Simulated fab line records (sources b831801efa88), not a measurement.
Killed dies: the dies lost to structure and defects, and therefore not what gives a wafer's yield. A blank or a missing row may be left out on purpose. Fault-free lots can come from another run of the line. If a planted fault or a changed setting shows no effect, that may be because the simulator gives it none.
What tool caused it? + flow sky130 + 18 wafers from 6 lots sampled at 3 of the route's 708 steps

== WHAT THE GAUGES SHOWED, per wafer ==
SKY_LDD_HVN_TW_MEAS_10.
| lot  | measured     | on           | LDD_HVN_TW     |
|------|--------------|--------------|----------------|
| L768 | day 21 07:07 | filmMetro-04 | 1418 1422 1417 |
| L770 | day 22 03:16 | filmMetro-03 | 1445 1435 1440 |
| L773 | day 23 01:05 | filmMetro-03 | 1442 1434 1437 |
| L775 | day 23 20:10 | filmMetro-03 | 1434 1445 1445 |
| L779 | day 25 12:11 | filmMetro-02 | 1426 1431 1422 |
| L788 | day 27 22:36 | filmMetro-03 | 1453 1445 1449 |

== EACH LOT AND THE TOOL THAT RAN IT (in order: tool; ch and the chambers of the sampled wafers; start) ==
| lot  | SKY_LDD_P_STRIP_10                  | SKY_LDD_HVN_STRIP_09                |
|------|-------------------------------------|-------------------------------------|
| L768 | plasmaAsher-04 ch 0,1, day 20 00:28 | plasmaAsher-04 ch 0,1, day 21 07:02 |
| L770 | plasmaAsher-03 ch 0,1, day 20 20:46 | plasmaAsher-04 ch 0,1, day 22 03:10 |
| L773 | plasmaAsher-04 ch 0,1, day 21 18:26 | plasmaAsher-01 ch 0,1, day 23 00:59 |
| L775 | plasmaAsher-02 ch 0,1, day 22 14:13 | plasmaAsher-01 ch 0,1, day 23 20:05 |
| L779 | plasmaAsher-02 ch 0,1, day 24 06:42 | plasmaAsher-02 ch 0,1, day 25 12:05 |
| L788 | plasmaAsher-02 ch 1, day 26 18:18   | plasmaAsher-01 ch 0,1, day 27 22:30 |
- SKY_LDD_P_STRIP_10: strips in O2/N2.
- SKY_LDD_HVN_STRIP_09: strips in O2/N2.

== THE ANSWER, worked out from the rows above alone ==
Rule: what is usual is taken from the lots themselves. The widest of any qualifying gaps counts: lots, ordered by their means at a reading, are off when they make up no more than a third of the lots, leave a main group of 4 or more, and stand apart from it by 3 or more times the standard deviation of that group's means. The tables above print the reading to a certain number of digits; a main group whose means all agree to those digits is not used. Also off: a lot with no number at a reading for which 4 or more lots have one. All remaining lots with rows at the step are treated as sound.
No lot is off at any reading shown: from this, nothing can be told.

== WHAT WAS PUT IN BY THE SIMULATOR ==
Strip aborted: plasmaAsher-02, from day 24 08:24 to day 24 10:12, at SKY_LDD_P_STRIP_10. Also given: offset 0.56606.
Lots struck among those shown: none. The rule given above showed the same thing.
